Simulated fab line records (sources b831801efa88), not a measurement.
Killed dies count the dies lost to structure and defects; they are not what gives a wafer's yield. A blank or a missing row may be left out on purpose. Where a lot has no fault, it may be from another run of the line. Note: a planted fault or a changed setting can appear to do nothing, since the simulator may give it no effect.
fab line records / flow sky130 / part 2 of 2: steps 29 to 39 of 39
record lots=5 wafers=15 lastDay=49
route steps=708 shown LDD_HVP@282 LDD_LDN@289 SPACER@304 POLY_CUT@307 SD_P@320
lots that met no fault: taken from a fault-free run of the same line
startH: the number of hours between the record's first day and the start of the first shown wafer of the lot / waitH: hours elapsed since this lot's preceding step / " repeats the value in the row above / L1.1+2: several wafers, shown together as one row / - no value present, or no start provided / * or withheld: withheld / < > ~ a bound
route shown NAME@n: names a module that has steps shown in the file, with the first one's number in the route / usual: average and standard deviation across the fault-free wafers / same: alike in all rows / chamber/n: place in a boat / sites: each site's reading / _std_site: the values' standard deviation / _edge_site: inner sites' mean taken away from outer sites' mean / radiusMm: how far each site lies from the wafer's centre / mask NAME#n: copy n / behind: tool/chamber where the wafer was last shaped / hold: cause of the lot's hold/its duration in hours/its outcome / device: the transistor (n, p or np) that didn't switch / end of line: tests of these same wafers at the route's end / for a step that has no rows: nothing shown but its recipe / killed: the dies lost at the first sort to structure and to defects; this is not the yield of the wafer / map: dies across one wafer; x = killed, . = not, _ = none there
set.NAME: the setting that was run; set.NAME@STEP: the one run at that earlier step / model.NAME: the simulator's own value behind a step, which no gauge read
a table for each step, a row for each wafer; lots at some steps of the route
services: from which hour (startH, from the record's first day; less than 0 if before it) a tool's chamber was out of use, for how many hours, and why
## steps
# step SKY_POLY_CUT_COAT_03
# recipe resist=KrF-thick spinRpm=3000 resistThkNm=450
# usual dispensePressureKPa=52/4
lot.wafer=L079.2 tool=lithoTrack-02 chamber=0 startH=- waitH=- dispensePressureKPa=56
lot.wafer=L079.3 tool=lithoTrack-02 chamber=0 startH=- waitH=- dispensePressureKPa=56
lot.wafer=L079.4 tool=lithoTrack-02 chamber=0 startH=- waitH=- dispensePressureKPa=56
lot.wafer=L085.2 tool=lithoTrack-01 chamber=0 startH=- waitH=- dispensePressureKPa=47
lot.wafer=L085.3 tool=lithoTrack-01 chamber=0 startH=- waitH=- dispensePressureKPa=47
lot.wafer=L085.5 tool=lithoTrack-01 chamber=0 startH=- waitH=- dispensePressureKPa=47
lot.wafer=L089.1 tool=lithoTrack-02 chamber=0 startH=- waitH=- dispensePressureKPa=56
lot.wafer=L089.2 tool=lithoTrack-02 chamber=0 startH=- waitH=- dispensePressureKPa=56
lot.wafer=L089.5 tool=lithoTrack-02 chamber=0 startH=- waitH=- dispensePressureKPa=56
lot.wafer=L086.2 tool=lithoTrack-04 chamber=0 startH=- waitH=- dispensePressureKPa=55
lot.wafer=L086.4 tool=lithoTrack-04 chamber=0 startH=- waitH=- dispensePressureKPa=55
lot.wafer=L086.6 tool=lithoTrack-04 chamber=0 startH=- waitH=- dispensePressureKPa=55
lot.wafer=L091.1 tool=lithoTrack-02 chamber=0 startH=- waitH=- dispensePressureKPa=56
lot.wafer=L091.5 tool=lithoTrack-02 chamber=0 startH=- waitH=- dispensePressureKPa=56
lot.wafer=L091.6 tool=lithoTrack-02 chamber=0 startH=- waitH=- dispensePressureKPa=56
# step SKY_POLY_CUT_SOFTBAKE_04
# recipe tempC=100 timeS=90 resist=KrF-thick
lot.wafer=L079.2+3+4 tool=lithoTrack-02 chamber=0 startH=- waitH=-
lot.wafer=L085.2+3+5 tool=lithoTrack-01 chamber=0 startH=- waitH=-
lot.wafer=L089.1+2+5 tool=lithoTrack-02 chamber=0 startH=- waitH=-
lot.wafer=L086.2+4+6 tool=lithoTrack-04 chamber=0 startH=- waitH=-
lot.wafer=L091.1+5+6 tool=lithoTrack-02 chamber=0 startH=- waitH=-
# step SKY_POLY_CUT_EXPOSE_05
# recipe maskId=NPCM na=0.8 sourceShape=annular sigmaInner=0.55 sigmaOuter=0.85 targetCdNm=270 doseMj=32
lot.wafer=L079.2+3+4 tool=krfScanner-01 chamber=0 startH=- waitH=- mask=NPCM#0
lot.wafer=L085.2+3+5 tool=krfScanner-02 chamber=0 startH=- waitH=- mask=NPCM#0
lot.wafer=L089.1+2+5 tool=krfScanner-02 chamber=0 startH=- waitH=- mask=NPCM#0
lot.wafer=L086.2+4+6 tool=krfScanner-02 chamber=0 startH=- waitH=- mask=NPCM#0
lot.wafer=L091.1+5+6 tool=krfScanner-01 chamber=0 startH=- waitH=- mask=NPCM#0
# step SKY_POLY_CUT_PEB_06
# recipe pebTempC=withheld pebTimeS=withheld resist=KrF-thick
lot.wafer=L079.2+3+4 tool=lithoTrack-04 chamber=0 startH=- waitH=-
lot.wafer=L085.2+3+5 tool=lithoTrack-04 chamber=0 startH=- waitH=-
lot.wafer=L089.1+2+5 tool=lithoTrack-01 chamber=0 startH=- waitH=-
lot.wafer=L086.2+4+6 tool=lithoTrack-04 chamber=0 startH=- waitH=-
lot.wafer=L091.1+5+6 tool=lithoTrack-04 chamber=0 startH=- waitH=-
# step SKY_POLY_CUT_DEVELOP_07
# recipe developTimeS=60 resist=KrF-thick devTempC=21
lot.wafer=L079.2+3+4 tool=lithoTrack-04 chamber=0 startH=- waitH=-
lot.wafer=L085.2+3+5 tool=lithoTrack-04 chamber=0 startH=- waitH=-
lot.wafer=L089.1+2+5 tool=lithoTrack-01 chamber=0 startH=- waitH=-
lot.wafer=L086.2+4+6 tool=lithoTrack-04 chamber=0 startH=- waitH=-
lot.wafer=L091.1+5+6 tool=lithoTrack-04 chamber=0 startH=- waitH=-
# step SKY_POLY_CUT_CD_MEAS_08
# recipe targetCdNm=270
# usual cdNm=270.1/1.2
lot.wafer=L079.2 tool=cdSem-01 chamber=- startH=611.47 waitH=- cdNm=270.9
lot.wafer=L079.3 tool=cdSem-01 chamber=- startH=611.47 waitH=- cdNm=270.5
lot.wafer=L079.4 tool=cdSem-01 chamber=- startH=611.47 waitH=- cdNm=271.4
lot.wafer=L085.2 tool=cdSem-02 chamber=- startH=668.72 waitH=- cdNm=269.8
lot.wafer=L085.3 tool=cdSem-02 chamber=- startH=668.72 waitH=- cdNm=269.6
lot.wafer=L085.5 tool=cdSem-02 chamber=- startH=668.72 waitH=- cdNm=269.5
lot.wafer=L089.1 tool=cdSem-02 chamber=- startH=720.11 waitH=- cdNm=270.3
lot.wafer=L089.2 tool=cdSem-02 chamber=- startH=720.11 waitH=- cdNm=269.2
lot.wafer=L089.5 tool=cdSem-02 chamber=- startH=720.11 waitH=- cdNm=269.0
lot.wafer=L086.2 tool=cdSem-02 chamber=- startH=720.32 waitH=- cdNm=269.4
lot.wafer=L086.4 tool=cdSem-02 chamber=- startH=720.32 waitH=- cdNm=269.7
lot.wafer=L086.6 tool=cdSem-02 chamber=- startH=720.32 waitH=- cdNm=268.9
lot.wafer=L091.1 tool=cdSem-02 chamber=- startH=721.51 waitH=- cdNm=269.8
lot.wafer=L091.5 tool=cdSem-02 chamber=- startH=721.51 waitH=- cdNm=271.6
lot.wafer=L091.6 tool=cdSem-02 chamber=- startH=721.51 waitH=- cdNm=271.5
# step SKY_POLY_CUT_OVL_MEAS_09
# usual POLY_CUT_OVL=0/5.6
lot.wafer=L079.2 tool=overlay-01 chamber=- startH=611.58 waitH=0.1 POLY_CUT_OVL[nm]=6
lot.wafer=L079.3 tool=overlay-01 chamber=- startH=611.58 waitH=0.1 POLY_CUT_OVL[nm]=-6
lot.wafer=L079.4 tool=overlay-01 chamber=- startH=611.58 waitH=0.1 POLY_CUT_OVL[nm]=4
lot.wafer=L085.2 tool=overlay-01 chamber=- startH=668.83 waitH=0.1 POLY_CUT_OVL[nm]=1
lot.wafer=L085.3 tool=overlay-01 chamber=- startH=668.83 waitH=0.1 POLY_CUT_OVL[nm]=-8
lot.wafer=L085.5 tool=overlay-01 chamber=- startH=668.83 waitH=0.1 POLY_CUT_OVL[nm]=-3
lot.wafer=L089.1 tool=overlay-01 chamber=- startH=720.23 waitH=0.1 POLY_CUT_OVL[nm]=12
lot.wafer=L089.2 tool=overlay-01 chamber=- startH=720.23 waitH=0.1 POLY_CUT_OVL[nm]=-5
lot.wafer=L089.5 tool=overlay-01 chamber=- startH=720.23 waitH=0.1 POLY_CUT_OVL[nm]=7
lot.wafer=L086.2 tool=overlay-02 chamber=- startH=720.43 waitH=0.1 POLY_CUT_OVL[nm]=-9
lot.wafer=L086.4 tool=overlay-02 chamber=- startH=720.43 waitH=0.1 POLY_CUT_OVL[nm]=2
lot.wafer=L086.6 tool=overlay-02 chamber=- startH=720.43 waitH=0.1 POLY_CUT_OVL[nm]=-6
lot.wafer=L091.1 tool=overlay-01 chamber=- startH=721.63 waitH=0.1 POLY_CUT_OVL[nm]=-1
lot.wafer=L091.5 tool=overlay-01 chamber=- startH=721.63 waitH=0.1 POLY_CUT_OVL[nm]=1
lot.wafer=L091.6 tool=overlay-01 chamber=- startH=721.63 waitH=0.1 POLY_CUT_OVL[nm]=4
# step SKY_POLY_CUT_ETCH_10
# recipe chemistry=N2/H2 target=BARC ionEnergyEv=200 sourceW=500 biasW=100 pressureMtorr=30 n2FlowSccm=100 h2FlowSccm=200 stopOn=SiO2 timeS=45.9 targetDepthA=600
# usual drypumpMotorCurrentA=5.7/0.53 oesProductAu=0.854/0.0048 throttleValvePct=13.225/0.0097
lot.wafer=L079.2 tool=rieDiel-01 chamber=2 startH=611.61 waitH=0.0 drypumpMotorCurrentA=6.2 oesProductAu=0.864 rfHoursCounterH=1 throttleValvePct=13.220
lot.wafer=L079.3 tool=rieDiel-01 chamber=0 startH=611.61 waitH=0.0 drypumpMotorCurrentA=5.4 oesProductAu=0.852 rfHoursCounterH=37 throttleValvePct=13.216
lot.wafer=L079.4 tool=rieDiel-01 chamber=1 startH=611.61 waitH=0.0 drypumpMotorCurrentA=4.9 oesProductAu=0.851 rfHoursCounterH=11 throttleValvePct=13.231
lot.wafer=L085.2 tool=rieDiel-02 chamber=0 startH=668.86 waitH=0.0 drypumpMotorCurrentA=5.1 oesProductAu=0.854 rfHoursCounterH=5 throttleValvePct=13.204
lot.wafer=L085.3 tool=rieDiel-02 chamber=1 startH=668.86 waitH=0.0 drypumpMotorCurrentA=6.3 oesProductAu=0.858 rfHoursCounterH=10 throttleValvePct=13.232
lot.wafer=L085.5 tool=rieDiel-02 chamber=0 startH=668.86 waitH=0.0 drypumpMotorCurrentA=5.1 oesProductAu=0.845 rfHoursCounterH=- throttleValvePct=13.227
lot.wafer=L089.1 tool=rieDiel-01 chamber=1 startH=720.27 waitH=0.0 drypumpMotorCurrentA=4.9 oesProductAu=0.848 rfHoursCounterH=14 throttleValvePct=13.229
lot.wafer=L089.2 tool=rieDiel-01 chamber=2 startH=720.27 waitH=0.0 drypumpMotorCurrentA=6.2 oesProductAu=0.850 rfHoursCounterH=5 throttleValvePct=13.219
lot.wafer=L089.5 tool=rieDiel-01 chamber=3 startH=720.27 waitH=0.0 drypumpMotorCurrentA=6.4 oesProductAu=0.857 rfHoursCounterH=- throttleValvePct=13.230
lot.wafer=L086.2 tool=rieDiel-03 chamber=2 startH=720.46 waitH=0.0 drypumpMotorCurrentA=5.9 oesProductAu=0.855 rfHoursCounterH=8 throttleValvePct=13.223
lot.wafer=L086.4 tool=rieDiel-03 chamber=0 startH=720.46 waitH=0.0 drypumpMotorCurrentA=5.9 oesProductAu=0.841 rfHoursCounterH=- throttleValvePct=13.225
lot.wafer=L086.6 tool=rieDiel-03 chamber=2 startH=720.46 waitH=0.0 drypumpMotorCurrentA=5.9 oesProductAu=0.852 rfHoursCounterH=- throttleValvePct=13.230
lot.wafer=L091.1 tool=rieDiel-02 chamber=1 startH=721.67 waitH=0.0 drypumpMotorCurrentA=6.2 oesProductAu=0.853 rfHoursCounterH=10 throttleValvePct=13.224
lot.wafer=L091.5 tool=rieDiel-02 chamber=0 startH=721.67 waitH=0.0 drypumpMotorCurrentA=5.1 oesProductAu=0.863 rfHoursCounterH=- throttleValvePct=13.232
lot.wafer=L091.6 tool=rieDiel-02 chamber=3 startH=721.67 waitH=0.0 drypumpMotorCurrentA=5.9 oesProductAu=0.850 rfHoursCounterH=- throttleValvePct=13.222
# step SKY_POLY_CUT_ETCH_11
# recipe target=Si3N4 chemistry=CF4/CH2F2/Ar stopOn=poly-Si sourceW=600 biasW=150 pressureMtorr=40 cf4FlowSccm=40 ch2f2FlowSccm=20 Ar_flow_sccm=150 timeS=42.5 targetDepthA=600
# usual drypumpMotorCurrentA=5.7/0.53 oesProductAu=0.829/0.0068 throttleValvePct=14.994/0.009
lot.wafer=L079.2 tool=rieDiel-01 chamber=2 startH=611.65 waitH=0.0 drypumpMotorCurrentA=6.1 oesProductAu=0.821 rfHoursCounterH=1 throttleValvePct=14.981
lot.wafer=L079.3 tool=rieDiel-01 chamber=0 startH=611.65 waitH=0.0 drypumpMotorCurrentA=5.4 oesProductAu=0.824 rfHoursCounterH=37 throttleValvePct=15.002
lot.wafer=L079.4 tool=rieDiel-01 chamber=1 startH=611.65 waitH=0.0 drypumpMotorCurrentA=4.9 oesProductAu=0.820 rfHoursCounterH=11 throttleValvePct=14.988
lot.wafer=L085.2 tool=rieDiel-02 chamber=0 startH=668.90 waitH=0.0 drypumpMotorCurrentA=5.2 oesProductAu=0.820 rfHoursCounterH=5 throttleValvePct=14.979
lot.wafer=L085.3 tool=rieDiel-02 chamber=1 startH=668.90 waitH=0.0 drypumpMotorCurrentA=6.2 oesProductAu=0.817 rfHoursCounterH=10 throttleValvePct=14.987
lot.wafer=L085.5 tool=rieDiel-02 chamber=0 startH=668.90 waitH=0.0 drypumpMotorCurrentA=5.1 oesProductAu=0.807 rfHoursCounterH=- throttleValvePct=14.990
lot.wafer=L089.1 tool=rieDiel-01 chamber=1 startH=720.31 waitH=0.0 drypumpMotorCurrentA=4.9 oesProductAu=0.824 rfHoursCounterH=14 throttleValvePct=14.999
lot.wafer=L089.2 tool=rieDiel-01 chamber=2 startH=720.31 waitH=0.0 drypumpMotorCurrentA=6.2 oesProductAu=0.825 rfHoursCounterH=5 throttleValvePct=14.999
lot.wafer=L089.5 tool=rieDiel-01 chamber=3 startH=720.31 waitH=0.0 drypumpMotorCurrentA=6.4 oesProductAu=0.817 rfHoursCounterH=- throttleValvePct=14.983
lot.wafer=L086.2 tool=rieDiel-03 chamber=2 startH=720.50 waitH=0.0 drypumpMotorCurrentA=5.9 oesProductAu=0.818 rfHoursCounterH=8 throttleValvePct=14.993
lot.wafer=L086.4 tool=rieDiel-03 chamber=0 startH=720.50 waitH=0.0 drypumpMotorCurrentA=5.9 oesProductAu=0.820 rfHoursCounterH=- throttleValvePct=14.977
lot.wafer=L086.6 tool=rieDiel-03 chamber=2 startH=720.50 waitH=0.0 drypumpMotorCurrentA=5.9 oesProductAu=0.819 rfHoursCounterH=- throttleValvePct=15.004
lot.wafer=L091.1 tool=rieDiel-02 chamber=1 startH=721.71 waitH=0.0 drypumpMotorCurrentA=6.2 oesProductAu=0.829 rfHoursCounterH=10 throttleValvePct=14.981
lot.wafer=L091.5 tool=rieDiel-02 chamber=0 startH=721.71 waitH=0.0 drypumpMotorCurrentA=5.1 oesProductAu=0.828 rfHoursCounterH=- throttleValvePct=15.001
lot.wafer=L091.6 tool=rieDiel-02 chamber=3 startH=721.71 waitH=0.0 drypumpMotorCurrentA=5.9 oesProductAu=0.826 rfHoursCounterH=- throttleValvePct=15.004
# step SKY_POLY_CUT_STRIP_12
# recipe chemistry=O2/N2 powerW=1400 pressureMtorr=1500 platenTempC=withheld o2FlowSccm=3000 n2FlowSccm=300 overashFraction=0.5
# usual drypumpMotorCurrentA=5.8/0.4 oesProductAu=0.453/0.0043 stripTimeToEndpointS=5.358/0.017
lot.wafer=L079.2 tool=plasmaAsher-01 chamber=1 startH=611.69 waitH=0.0 drypumpMotorCurrentA=5.9 oesProductAu=0.453 rfHoursCounterH=90 stripTimeToEndpointS=5.340
lot.wafer=L079.3 tool=plasmaAsher-01 chamber=0 startH=611.69 waitH=0.0 drypumpMotorCurrentA=5.4 oesProductAu=0.456 rfHoursCounterH=- stripTimeToEndpointS=5.344
lot.wafer=L079.4 tool=plasmaAsher-01 chamber=1 startH=611.69 waitH=0.0 drypumpMotorCurrentA=5.8 oesProductAu=0.457 rfHoursCounterH=- stripTimeToEndpointS=5.336
lot.wafer=L085.2 tool=plasmaAsher-02 chamber=0 startH=668.94 waitH=0.0 drypumpMotorCurrentA=6.4 oesProductAu=0.447 rfHoursCounterH=85 stripTimeToEndpointS=5.372
lot.wafer=L085.3 tool=plasmaAsher-02 chamber=1 startH=668.94 waitH=0.0 drypumpMotorCurrentA=6.3 oesProductAu=0.456 rfHoursCounterH=- stripTimeToEndpointS=5.352
lot.wafer=L085.5 tool=plasmaAsher-02 chamber=0 startH=668.94 waitH=0.0 drypumpMotorCurrentA=6.4 oesProductAu=0.457 rfHoursCounterH=- stripTimeToEndpointS=5.348
lot.wafer=L089.1 tool=plasmaAsher-01 chamber=1 startH=720.35 waitH=0.0 drypumpMotorCurrentA=5.9 oesProductAu=0.456 rfHoursCounterH=101 stripTimeToEndpointS=5.342
lot.wafer=L089.2 tool=plasmaAsher-01 chamber=0 startH=720.35 waitH=0.0 drypumpMotorCurrentA=5.4 oesProductAu=0.452 rfHoursCounterH=101 stripTimeToEndpointS=5.341
lot.wafer=L089.5 tool=plasmaAsher-01 chamber=0 startH=720.35 waitH=0.0 drypumpMotorCurrentA=5.4 oesProductAu=0.454 rfHoursCounterH=- stripTimeToEndpointS=5.347
lot.wafer=L086.2 tool=plasmaAsher-03 chamber=0 startH=720.54 waitH=0.0 drypumpMotorCurrentA=5.7 oesProductAu=0.450 rfHoursCounterH=56 stripTimeToEndpointS=5.389
lot.wafer=L086.4 tool=plasmaAsher-03 chamber=1 startH=720.54 waitH=0.0 drypumpMotorCurrentA=5.3 oesProductAu=0.452 rfHoursCounterH=- stripTimeToEndpointS=5.368
lot.wafer=L086.6 tool=plasmaAsher-03 chamber=0 startH=720.54 waitH=0.0 drypumpMotorCurrentA=5.7 oesProductAu=0.456 rfHoursCounterH=- stripTimeToEndpointS=5.378
lot.wafer=L091.1 tool=plasmaAsher-03 chamber=0 startH=721.75 waitH=0.0 drypumpMotorCurrentA=5.7 oesProductAu=0.447 rfHoursCounterH=56 stripTimeToEndpointS=5.353
lot.wafer=L091.5 tool=plasmaAsher-03 chamber=1 startH=721.75 waitH=0.0 drypumpMotorCurrentA=5.3 oesProductAu=0.449 rfHoursCounterH=- stripTimeToEndpointS=5.367
lot.wafer=L091.6 tool=plasmaAsher-03 chamber=0 startH=721.75 waitH=0.0 drypumpMotorCurrentA=5.7 oesProductAu=0.451 rfHoursCounterH=- stripTimeToEndpointS=5.355
# step SKY_SD_P_DEHYDRATE_00
# recipe tempC=200 timeS=60
lot.wafer=L079.2+3+4 tool=lithoTrack-03 chamber=0 startH=626.64 waitH=14.9
lot.wafer=L085.2+3+5 tool=lithoTrack-02 chamber=0 startH=682.93 waitH=13.9
lot.wafer=L089.1+2+5 tool=lithoTrack-02 chamber=0 startH=733.05 waitH=12.7
lot.wafer=L086.2+4+6 tool=lithoTrack-03 chamber=0 startH=733.15 waitH=12.6
lot.wafer=L091.1+5+6 tool=lithoTrack-02 chamber=0 startH=734.55 waitH=12.8
## services
tool=implanter-01 chamber=- startH=519.13 hours=2.4 kind=pm
tool=implanter-04 chamber=- startH=536.89 hours=1.5 kind=repair
tool=rieDiel-02 chamber=3 startH=537.09 hours=18.5 kind=repair
tool=implanter-01 chamber=- startH=545.21 hours=2.6 kind=repair
tool=implanter-01 chamber=- startH=547.42 hours=1.2 kind=repair
tool=implanter-04 chamber=- startH=551.37 hours=4.9 kind=pm
tool=rieDiel-01 chamber=1 startH=579.93 hours=1.5 kind=repair
tool=implanter-01 chamber=- startH=580.25 hours=1.2 kind=repair
tool=implanter-04 chamber=- startH=584.46 hours=6.3 kind=repair
tool=plasmaAsher-03 chamber=- startH=593.80 hours=0.9 kind=repair
tool=implanter-03 chamber=- startH=605.73 hours=4.0 kind=pm
tool=rieDiel-02 chamber=1 startH=610.05 hours=6.8 kind=repair
tool=plasmaAsher-04 chamber=- startH=630.83 hours=3.0 kind=repair
tool=plasmaAsher-04 chamber=- startH=634.47 hours=2.8 kind=pm
tool=implanter-01 chamber=- startH=639.21 hours=3.9 kind=pm
tool=implanter-04 chamber=- startH=642.64 hours=3.8 kind=pm
tool=rieDiel-02 chamber=3 startH=642.74 hours=16.6 kind=repair
tool=implanter-04 chamber=- startH=663.58 hours=2.0 kind=repair
tool=ilineStepper-02 chamber=- startH=679.68 hours=1.7 kind=pm
tool=implanter-03 chamber=- startH=690.94 hours=2.1 kind=repair
tool=rieDiel-02 chamber=- startH=692.77 hours=28.1 kind=pm
tool=implanter-01 chamber=- startH=705.90 hours=17.2 kind=pm
tool=implanter-03 chamber=- startH=708.05 hours=2.4 kind=repair
tool=implanter-03 chamber=- startH=716.41 hours=5.0 kind=pm
